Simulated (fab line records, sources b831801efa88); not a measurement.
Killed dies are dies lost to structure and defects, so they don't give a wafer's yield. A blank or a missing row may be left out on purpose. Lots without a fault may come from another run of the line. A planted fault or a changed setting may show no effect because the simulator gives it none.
Which tool did it? | flow sky130 | 14 lots, 42 wafers sampled, at 4 steps of a route of 708

WHAT THE GAUGES READ, wafer by wafer
SKY_CAP2M_RS_MEAS_03: measures by four-point-probe. Usual: CAP2M_TIN_RS 6.91 ohm/sq, standard deviation 0.065.
lot  | measured     | on            | CAP2M_TIN_RS (ohm/sq) | flag
L671 | day 39 16:40 | film_metro-02 | 7.01 6.92 6.89        |
L673 | day 40 09:28 | film_metro-02 | 6.99 7.01 6.91        |
L674 | day 41 02:14 | film_metro-01 | 6.85 6.88 6.92        |
L675 | day 41 03:23 | film_metro-03 | 6.90 6.90 6.94        |
L678 | day 41 18:04 | film_metro-01 | 6.91 6.83 6.75        |
L679 | day 42 14:37 | film_metro-01 | 6.89 6.93 6.94        |
L681 | day 42 17:07 | film_metro-01 | 6.99 6.95 7.03        |
L684 | day 43 15:58 | film_metro-02 | 6.78 6.83 6.84        |
L689 | day 45 00:01 | film_metro-03 | 6.92 6.94 6.97        |
L690 | day 45 11:33 | film_metro-01 | 6.78 6.88 6.79        |
L693 | day 45 18:10 | film_metro-02 | 6.89 6.91 6.86        |
L694 | day 45 23:16 | film_metro-03 | 6.87 6.82 6.76        |

WHICH TOOL RAN EACH LOT (tool, then ch and the chambers of the sampled wafers, then the start)
lot  | SKY_VIA3_ETCH_15                   | SKY_VIA3_STRIP_16                    | SKY_CAP2M_CVD_00
L671 | rie_diel-04 ch 0,2,3, day 39 15:01 | plasma_asher-03 ch 0,1, day 39 15:04 | pecvd-04 ch 0,1,2, day 39 16:29
L673 | rie_diel-04 ch 2,3, day 40 07:43   | plasma_asher-01 ch 0,1, day 40 07:48 | pecvd-01 ch 0,1,2, day 40 09:14
L674 | rie_diel-02 ch 0,1,2, day 41 00:32 | plasma_asher-03 ch 0,1, day 41 00:36 | pecvd-01 ch 0,1,2, day 41 02:03
L675 | rie_diel-04 ch 1,2,3, day 41 01:41 | plasma_asher-03 ch 0,1, day 41 01:45 | pecvd-03 ch 1,2, day 41 03:12
L678 | rie_diel-02 ch 2,3, day 41 16:17   | plasma_asher-03 ch 0,1, day 41 16:21 | pecvd-01 ch 0,1,2, day 41 17:53
L679 | rie_diel-04 ch 2,3, day 42 12:58   | plasma_asher-04 ch 0,1, day 42 13:01 | pecvd-01 ch 0,1,2, day 42 14:26
L681 | rie_diel-04 ch 0,1,3, day 42 15:25 | plasma_asher-03 ch 0,1, day 42 15:30 | pecvd-03 ch 0,1,2, day 42 16:53
L682 | rie_diel-04 ch 1,3, day 43 03:05   | plasma_asher-04 ch 0,1, day 43 03:09 | -
L683 | rie_diel-04 ch 0,2,3, day 43 04:14 | plasma_asher-04 ch 0,1, day 43 04:18 | -
L684 | rie_diel-02 ch 0,1,2, day 43 14:17 | plasma_asher-03 ch 0,1, day 43 14:21 | pecvd-04 ch 1,2, day 43 15:46
L689 | rie_diel-04 ch 1,2,3, day 44 22:19 | plasma_asher-04 ch 1, day 44 22:22   | pecvd-04 ch 0,1,2, day 44 23:49
L690 | rie_diel-02 ch 0,1,2, day 45 09:53 | plasma_asher-03 ch 0,1, day 45 09:57 | pecvd-04 ch 1,2, day 45 11:22
L693 | rie_diel-02 ch 0,1,2, day 45 16:28 | plasma_asher-04 ch 0,1, day 45 16:31 | pecvd-03 ch 0,1,2, day 45 17:56
L694 | rie_diel-02 ch 1,2, day 45 21:37   | plasma_asher-01 ch 0,1, day 45 21:40 | pecvd-01 ch 0,1, day 45 23:05
- SKY_VIA3_ETCH_15: etches SiO2 in C4F8/O2/Ar, stops on TiN, target depth 507 nm, time 78 s.
- SKY_VIA3_STRIP_16: strips in O2/N2.
- SKY_CAP2M_CVD_00: deposits SiO2, target thk 15.5 nm.

WHAT THE TOOLS THEMSELVES READ (means of the sampled wafers that have a number; where no wafer has one, the mark that the record gives instead)
SKY_VIA3_ETCH_15. Usual: bias_w 1200 W, standard deviation 3.7; chamber_pressure_mTorr 40.00 mTorr, standard deviation 0.035; oes_product_au 0.946 a.u., standard deviation 0.0044.
lot  | tool        | bias_w (W) | chamber_pressure_mTorr (mTorr) | oes_product_au (a.u.) | flag
L671 | rie_diel-04 | 1199       | 40.00                          | 0.948                 |
L673 | rie_diel-04 | 1202       | 40.00                          | 0.945                 |
L674 | rie_diel-02 | 1202       | 39.98                          | 0.947                 |
L675 | rie_diel-04 | 1203       | 40.01                          | 0.948                 |
L678 | rie_diel-02 | 1202       | 39.96                          | 0.946                 |
L679 | rie_diel-04 | 1202       | 40.04                          | 0.946                 |
L681 | rie_diel-04 | 1201       | 39.98                          | 0.946                 |
L682 | rie_diel-04 | -          | -                              | -                     | OFF
L683 | rie_diel-04 | -          | -                              | -                     | OFF
L684 | rie_diel-02 | 1199       | 39.98                          | 0.944                 |
L689 | rie_diel-04 | 1201       | 40.00                          | 0.945                 |
L690 | rie_diel-02 | 1200       | 39.96                          | 0.945                 |
L693 | rie_diel-02 | 1199       | 40.02                          | 0.945                 |
L694 | rie_diel-02 | 1198       | 40.04                          | 0.943                 |

SKY_VIA3_STRIP_16. Usual: drypump_motor_current_A 5.94 A, standard deviation 0.23; n2_flow_sccm 300.0 sccm, standard deviation 0.86; oes_product_au 0.403 a.u., standard deviation 0.0044; strip_time_to_endpoint_s 4.15 s, standard deviation 0.03.
lot  | tool            | drypump_motor_current_A (A) | n2_flow_sccm (sccm) | oes_product_au (a.u.) | strip_time_to_endpoint_s (s) | flag
L671 | plasma_asher-03 | 5.82                        | 300.0               | 0.403                 | 4.13                         |
L673 | plasma_asher-01 | 5.85                        | 300.9               | 0.402                 | 4.11                         |
L674 | plasma_asher-03 | 5.81                        | 299.2               | 0.402                 | 4.15                         |
L675 | plasma_asher-03 | 6.01                        | 299.7               | 0.405                 | 4.14                         |
L678 | plasma_asher-03 | 5.97                        | 298.7               | 0.402                 | 4.12                         |
L679 | plasma_asher-04 | 6.00                        | 299.2               | 0.398                 | 4.14                         |
L681 | plasma_asher-03 | 5.98                        | 300.2               | 0.399                 | 4.12                         |
L682 | plasma_asher-04 | 5.96                        | 300.3               | 0.445                 | 5.20                         | OFF
L683 | plasma_asher-04 | 5.94                        | 300.6               | 0.447                 | 5.22                         | OFF
L684 | plasma_asher-03 | 5.99                        | 300.3               | 0.403                 | 4.17                         |
L689 | plasma_asher-04 | 5.91                        | 299.2               | 0.406                 | 4.15                         |
L690 | plasma_asher-03 | 5.83                        | 300.0               | 0.405                 | 4.18                         |
L693 | plasma_asher-04 | 5.98                        | 299.5               | 0.404                 | 4.16                         |
L694 | plasma_asher-01 | 6.09                        | 300.0               | 0.401                 | 4.18                         |

SKY_CAP2M_CVD_00. Usual: heater_power_w 709 W, standard deviation 110.
lot  | tool     | heater_power_w (W) | flag
L671 | pecvd-04 | 697                |
L673 | pecvd-01 | 699                |
L674 | pecvd-01 | 724                |
L675 | pecvd-03 | 765                |
L678 | pecvd-01 | 745                |
L679 | pecvd-01 | 747                |
L681 | pecvd-03 | 688                |
L684 | pecvd-04 | 807                |
L689 | pecvd-04 | 742                |
L690 | pecvd-04 | 651                |
L693 | pecvd-03 | 731                |
L694 | pecvd-01 | 710                |

THE ANSWER, worked out from the rows above alone
Rule: a lot is off if the mean of its wafers that have a number lies more than 3 standard deviations from the usual mean. A lot without any number at a reading at which 4 lots or more have one is off too. The other lots that the step has rows for count as sound. The gauges are gone through in route order, then the tools' own readings, and for those a lot's mean is taken as printed above. The first step at which some lot is off is used, and at that step the reading that is off furthest; a lot without a number counts as furthest.
Off: L682, L683, at SKY_VIA3_ETCH_15 (bias_w). Without a number there: L682, L683.
A tool fits if, at that step or a process step before it, it ran every lot that is off, and no sound lot after the first of them. None of those tried fits.

WHAT THE SIMULATOR HAD PUT IN
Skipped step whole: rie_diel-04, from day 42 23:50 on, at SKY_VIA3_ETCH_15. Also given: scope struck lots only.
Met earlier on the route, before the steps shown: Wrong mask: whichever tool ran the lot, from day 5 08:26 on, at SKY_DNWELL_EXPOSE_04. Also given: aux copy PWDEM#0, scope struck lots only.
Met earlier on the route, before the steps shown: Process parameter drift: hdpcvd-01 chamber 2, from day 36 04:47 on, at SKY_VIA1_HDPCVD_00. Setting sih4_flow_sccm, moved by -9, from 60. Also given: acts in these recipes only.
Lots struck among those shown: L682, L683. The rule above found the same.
